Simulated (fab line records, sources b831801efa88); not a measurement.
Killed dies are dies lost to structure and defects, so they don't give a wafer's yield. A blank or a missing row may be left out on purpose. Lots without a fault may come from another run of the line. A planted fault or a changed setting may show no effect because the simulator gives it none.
fab line records | flow gf180mcu
record lots=14 wafers=42 last_day=34
route steps=602 shown VT_IMPLANT@135 MVSD@136 HV_LDD@183
lots that met no fault: from a run of the same line without faults
start_h: hours from the record's first day to the start of the lot's first wafer shown | wait_h: hours since the lot's step before | " the same as in the row above | L1.1+2: a row that stands for several wafers | - no value, or no start given | * or withheld: withheld | < > ~ a bound
route shown NAME@n: a module of which the file shows steps, and the number in the route of the first | usual: mean/standard deviation of fault-free wafers | same: alike in all rows | chamber/n: place in a boat | sites: the reading at each site | _std_site: their standard deviation | _edge_site: outer sites' mean less inner sites' | radius_mm: how far each site lies from the wafer's centre | mask NAME#n: copy n | behind: the tool/chamber that last shaped the wafer | hold: why the lot was held/for how many hours/how that ended | device: the transistor (n, p or np) that didn't switch | end of line: the same wafers' tests at the end of the route | a step without rows: its recipe alone | killed: dies lost to structure and defects at the first sort, not the wafer's yield | map: a wafer's dies, x killed, . not, _ none there
set.NAME: the setting as run; set.NAME@STEP: as run at that earlier step | model.NAME: the simulator's own value behind a step, which no gauge read
steps of the route over a sample of lots; a table a step, a row a wafer
services: from which hour (start_h, from the record's first day; less than 0 if before it) a tool's chamber was out of use, for how many hours, and why
## steps
# step GF_VT_IMPLANT_RTA_45
# recipe temp_c=1050 time_s=30 ambient=N2
# usual lamp_power_pct=32.6/1.5 wafer_temp_C_max=1056.0/1.4
# columns lot.wafer tool chamber start_h wait_h lamp_power_pct wafer_temp_C_max
L192.1 rtp_anneal-02 0 158.02 0.0 34.0 1054.4
L192.5 " 0 " " 34.0 1053.7
L192.6 " 0 " " 33.9 1057.3
L193.2 rtp_anneal-01 0 166.85 0.0 30.9 1056.2
L193.4 " 0 " " 31.0 1057.1
L193.6 " 0 " " 31.0 1057.4
L194.2 rtp_anneal-02 0 174.55 0.0 33.9 1054.5
L194.5 " 0 " " 34.0 1055.8
L194.6 " 0 " " 34.0 1056.8
L195.3 rtp_anneal-02 0 180.95 0.0 34.0 1054.9
L195.5 " 0 " " 33.9 1055.5
L195.6 " 0 " " 34.0 1055.0
L196.2 rtp_anneal-02 0 185.95 0.0 33.9 1058.2
L196.3 " 0 " " 33.9 1054.1
L196.4 " 0 " " 34.0 1058.5
L197.1 rtp_anneal-01 0 198.17 0.0 31.0 1057.8
L197.4 " 0 " " 31.0 1056.6
L197.5 " 0 " " 31.0 1057.6
L198.2 rtp_anneal-01 0 200.03 0.0 31.0 1058.2
L198.4 " 0 " " 30.9 1055.0
L198.5 " 0 " " 31.0 1055.7
L200.1 rtp_anneal-01 0 210.68 0.0 30.9 1055.9
L200.4 " 0 " " 30.9 1055.2
L200.6 " 0 " " 31.0 1056.7
L208.4 rtp_anneal-02 0 267.93 0.1 34.0 1055.6
L208.5 " 0 " " 33.9 1056.5
L208.6 " 0 " " 34.0 1057.6
L209.2 rtp_anneal-02 0 271.83 0.0 34.0 1054.7
L209.5 " 0 " " 33.9 1055.7
L209.6 " 0 " " 34.0 1056.5
L210.1 rtp_anneal-01 0 279.86 0.0 31.0 1056.6
L210.5 " 0 " " 30.9 1055.2
L210.6 " 0 " " 30.9 1055.6
L211.3 rtp_anneal-02 0 290.54 0.0 34.0 1055.0
L211.5 " 0 " " 34.0 1054.6
L211.6 " 0 " " 34.0 1056.5
L212.2 rtp_anneal-01 0 293.69 0.0 31.0 1055.9
L212.3 " 0 " " 30.9 1056.2
L212.5 " 0 " " 30.9 1057.5
L213.3 rtp_anneal-02 0 298.60 0.0 34.0 1053.6
L213.5 " 0 " " 33.9 1057.3
L213.6 " 0 " " 34.0 1055.1
# step GF_VT_IMPLANT_RS_MEAS_46
# recipe thk_meas_gauge=four-point-probe
# usual MVSD_RS=457.7/1.3
# columns lot.wafer tool chamber start_h wait_h MVSD_RS[ohm/sq]
L192.1 film_metro-04 - 158.12 0.1 456.4
L192.5 " - " " 457.3
L192.6 " - " " 455.3
L193.2 film_metro-04 - 166.95 0.1 456.4
L193.4 " - " " 455.6
L193.6 " - " " 458.0
L194.2 film_metro-01 - 174.65 0.1 458.7
L194.5 " - " " 456.9
L194.6 " - " " 457.7
L195.3 film_metro-03 - 181.06 0.1 457.5
L195.5 " - " " 457.2
L195.6 " - " " 459.0
L196.2 film_metro-03 - 186.06 0.1 458.1
L196.3 " - " " 458.4
L196.4 " - " " 458.0
L197.1 film_metro-04 - 198.27 0.1 457.6
L197.4 " - " " 458.4
L197.5 " - " " 458.3
L198.2 film_metro-01 - 200.13 0.1 456.3
L198.4 " - " " 457.0
L198.5 " - " " 457.0
L200.1 film_metro-04 - 210.78 0.1 457.7
L200.4 " - " " 457.3
L200.6 " - " " 458.4
L208.4 film_metro-01 - 268.04 0.1 456.8
L208.5 " - " " 455.8
L208.6 " - " " 455.9
L209.2 film_metro-03 - 271.94 0.1 459.5
L209.5 " - " " 460.2
L209.6 " - " " 459.3
L210.1 film_metro-01 - 279.96 0.1 454.4
L210.5 " - " " 453.9
L210.6 " - " " 455.3
L211.3 film_metro-04 - 290.65 0.1 456.9
L211.5 " - " " 458.7
L211.6 " - " " 457.2
L212.2 film_metro-03 - 293.79 0.1 458.9
L212.3 " - " " 458.8
L212.5 " - " " 460.3
L213.3 film_metro-04 - 298.70 0.1 456.9
L213.5 " - " " 456.4
L213.6 " - " " 456.4
# step GF_HV_LDD_CD_MEAS_07
# recipe target_cd_nm=400
# usual cd_nm=400.1/2.6
# columns lot.wafer tool chamber start_h wait_h cd_nm
L192.1 cd_sem-02 - 215.58 0.1 399.0
L192.5 " - " " 400.3
L192.6 " - " " 399.1
L193.2 cd_sem-02 - 227.24 0.1 396.0
L193.4 " - " " 395.3
L193.6 " - " " 395.3
L194.2 cd_sem-02 - 234.53 0.1 399.1
L194.5 " - " " 400.4
L194.6 " - " " 397.7
L195.3 cd_sem-01 - 243.40 0.1 397.8
L195.5 " - " " 397.4
L195.6 " - " " 399.7
L196.2 cd_sem-01 - 248.49 0.1 398.3
L196.3 " - " " 400.7
L196.4 " - " " 396.9
L197.1 cd_sem-01 - 258.81 0.1 400.2
L197.4 " - " " 402.3
L197.5 " - " " 405.6
L198.2 cd_sem-02 - 261.23 0.1 400.7
L198.4 " - " " 400.6
L198.5 " - " " 400.0
L200.1 cd_sem-01 - 274.38 0.2 400.2
L200.4 " - " " 399.8
L200.6 " - " " 399.7
L208.4 cd_sem-01 - 336.34 0.1 402.2
L208.5 " - " " 402.6
L208.6 " - " " 402.7
L209.2 cd_sem-01 - 340.93 0.1 399.1
L209.5 " - " " 398.2
L209.6 " - " " 398.9
L210.1 cd_sem-02 - 348.58 0.1 399.1
L210.5 " - " " 401.4
L210.6 " - " " 400.3
L211.3 cd_sem-02 - 361.87 0.1 404.6
L211.5 " - " " 402.8
L211.6 " - " " 404.8
L212.2 cd_sem-01 - 366.33 0.1 399.2
L212.3 " - " " 400.5
L212.5 " - " " 399.2
L213.3 cd_sem-01 - 370.50 0.1 405.2
L213.5 " - " " 405.5
L213.6 " - " " 404.7
# step GF_HV_LDD_IMPLANT_09
# recipe species=As energy_kev=40 dose_cm2=1e+14 tilt_deg=7
# usual dose_ions_cm2=1e+14/9e+10
# columns lot.wafer tool chamber start_h wait_h dose_ions_cm2
L192.1 implanter-01 0 215.74 0.0 1.0001e+14
L192.5 " 0 " " 1.0007e+14
L192.6 " 0 " " 9.991e+13
L193.2 implanter-01 0 227.40 0.0 1.0014e+14
L193.4 " 0 " " 1.0009e+14
L193.6 " 0 " " 1.001e+14
L194.2 implanter-01 0 234.70 0.0 1.0001e+14
L194.5 " 0 " " 1.0006e+14
L194.6 " 0 " " 1.0013e+14
L195.3 implanter-02 0 243.57 0.1 1.0013e+14
L195.5 " 0 " " 9.995e+13
L195.6 " 0 " " 9.996e+13
L196.2 implanter-04 0 248.65 0.0 1.0002e+14
L196.3 " 0 " " 1.0002e+14
L196.4 " 0 " " 9.989e+13
L197.1 implanter-04 0 258.97 0.0 1.0006e+14
L197.4 " 0 " " 1e+14
L197.5 " 0 " " 1.0005e+14
L198.2 implanter-01 0 261.40 0.0 9.994e+13
L198.4 " 0 " " 1.0015e+14
L198.5 " 0 " " 9.979e+13
L200.1 implanter-02 0 274.54 0.0 9.985e+13
L200.4 " 0 " " 9.988e+13
L200.6 " 0 " " 9.991e+13
L208.4 implanter-02 0 336.51 0.1 9.994e+13
L208.5 " 0 " " 9.996e+13
L208.6 " 0 " " 9.987e+13
L209.2 implanter-02 0 341.10 0.0 1.0426e+14
L209.5 " 0 " " 1.0408e+14
L209.6 " 0 " " 1.0428e+14
L210.1 implanter-02 0 348.74 0.0 1.0429e+14
L210.5 " 0 " " 1.0436e+14
L210.6 " 0 " " 1.0421e+14
L211.3 implanter-01 0 362.04 0.1 9.993e+13
L211.5 " 0 " " 1.0001e+14
L211.6 " 0 " " 9.995e+13
L212.2 implanter-01 0 366.50 0.0 1.0002e+14
L212.3 " 0 " " 9.99e+13
L212.5 " 0 " " 9.987e+13
L213.3 implanter-01 0 370.67 0.1 1.0002e+14
L213.5 " 0 " " 9.994e+13
L213.6 " 0 " " 9.982e+13
# step GF_HV_LDD_RS_MEAS_53
# recipe thk_meas_gauge=four-point-probe
# usual HV_LDD_RS=418.3/1.1
# columns lot.wafer tool chamber start_h wait_h HV_LDD_RS[ohm/sq]
L192.1 film_metro-04 - 272.82 0.1 418.6
L192.5 " - " " 418.0
L192.6 " - " " 417.7
L193.2 film_metro-01 - 284.87 0.1 416.7
L193.4 " - " " 417.4
L193.6 " - " " 416.4
L194.2 film_metro-01 - 293.67 0.1 418.1
L194.5 " - " " 418.0
L194.6 " - " " 418.4
L195.3 film_metro-03 - 303.49 0.1 419.1
L195.5 " - " " 419.5
L195.6 " - " " 420.3
L196.2 film_metro-01 - 308.77 0.1 416.6
L196.3 " - " " 417.5
L196.4 " - " " 417.2
L197.1 film_metro-04 - 320.00 0.1 418.1
L197.4 " - " " 417.7
L197.5 " - " " 417.7
L198.2 film_metro-03 - 323.42 0.1 418.1
L198.4 " - " " 418.8
L198.5 " - " " 418.2
L200.1 film_metro-04 - 337.20 0.1 417.7
L200.4 " - " " 418.0
L200.6 " - " " 418.4
L208.4 film_metro-04 - 403.58 0.1 417.6
L208.5 " - " " 418.5
L208.6 " - " " 417.6
L209.2 film_metro-01 - 409.88 0.1 408.6
L209.5 " - " " 409.0
L209.6 " - " " 410.9
L210.1 film_metro-01 - 418.39 0.1 411.0
L210.5 " - " " 411.3
L210.6 " - " " 410.1
L211.3 film_metro-03 - 432.68 0.1 419.0
L211.5 " - " " 419.8
L211.6 " - " " 419.9
L212.2 film_metro-01 - 437.01 0.1 417.7
L212.3 " - " " 418.7
L212.5 " - " " 419.9
L213.3 film_metro-03 - 442.29 0.1 419.0
L213.5 " - " " 419.2
L213.6 " - " " 420.8
## services
# columns tool chamber start_h hours kind
implanter-02 - 137.22 2.1 repair
implanter-02 - 160.55 6.0 repair
implanter-02 - 247.89 17.1 repair
implanter-04 - 317.15 5.3 repair
implanter-04 - 332.74 96.9 pm
implanter-01 - 339.29 1.3 repair
## key
first_sign step=GF_HV_LDD_IMPLANT_09 reading=dose_ions_cm2 direction=up sigmas=47 usual=1e+14 struck=1.0425e+14
effect step=GF_HV_LDD_RS_MEAS_53 reading=HV_LDD_RS direction=down sigmas=7.6 usual=418.3 struck=410.1
met_at GF_HV_LDD_IMPLANT_09
struck_lots L209,L210
tester_left_out L209,L210
not_acting_at GF_VT_IMPLANT_RTA_45,GF_VT_IMPLANT_RS_MEAS_46,GF_HV_LDD_CD_MEAS_07
onset_between 336.51 341.10
fault kind=process_parameter_drift tool=implanter-02 chamber=- onset_h=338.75 steps=GF_HV_LDD_IMPLANT_09 channel=dose_cm2 offset=4.2515e+12 shape=step end_h=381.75 acts_in=these_recipes_only stated=1e+14
# tester_left_out: of these lots the tester's yield and bins aren't shown, on N5 and GAA mostly nor the transistor test; their killed dies are dies lost to structure and defects alone, not to doping, threshold or leakage, so they don't give the yield
